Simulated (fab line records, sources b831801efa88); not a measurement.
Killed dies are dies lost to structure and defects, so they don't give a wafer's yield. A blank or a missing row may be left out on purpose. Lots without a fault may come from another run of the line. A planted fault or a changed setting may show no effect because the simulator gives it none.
Chamber matching | flow sky130 | SKY_PASSIVATION_CVD_00 on pecvd-04: 3 sister chambers
The step deposits SiO2, target thk 90 nm. 6 wafers are shown with their chamber, then 11 later ones without.

WAFERS WITH THEIR CHAMBER
wafer  | chamber | heater_power_w (W)
L082.4 | 0       | 751
L082.5 | 1       | 930
L084.1 | 0       | 727
L084.2 | 2       | 572
L084.3 | 1       | 862
L084.4 | 2       | 591

WAFERS WITHOUT THEIR CHAMBER
wafer  | heater_power_w (W)
L084.5 | 732
L084.6 | 888
L086.1 | 707
L086.3 | 913
L086.6 | 587
L085.1 | 879
L085.4 | 880
L085.5 | 584
L087.1 | 501
L087.4 | 784
L087.5 | 748

WHICH CHAMBER EACH WENT THROUGH
wafer  | from the rows above | in truth
L084.5 | 0                   | 0
L084.6 | 1                   | 1
L086.1 | 0                   | 0
L086.3 | 1                   | 1
L086.6 | 2                   | 2
L085.1 | 1                   | 1
L085.4 | 1                   | 1
L085.5 | 2                   | 2
L087.1 | 2                   | 2
L087.4 | 0                   | 0
L087.5 | 0                   | 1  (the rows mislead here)
Placed correctly: 10 of 11. Can't be placed from these rows: 0. Placed wrongly: 1.
How it was worked out, from the rows above alone: a wafer's distance from a chamber is the root of the sum, over the readings, of the square of ((its reading less the chamber's mean) divided by the reading's scatter). The wafer belongs to the nearest chamber; if the next one is less than 2 further off, it can't be placed. A chamber's mean is the mean of its shown wafers. The scatter: the root of (the sum of the squares of (reading less its chamber's mean) over the shown wafers, divided by (wafers less chambers)).
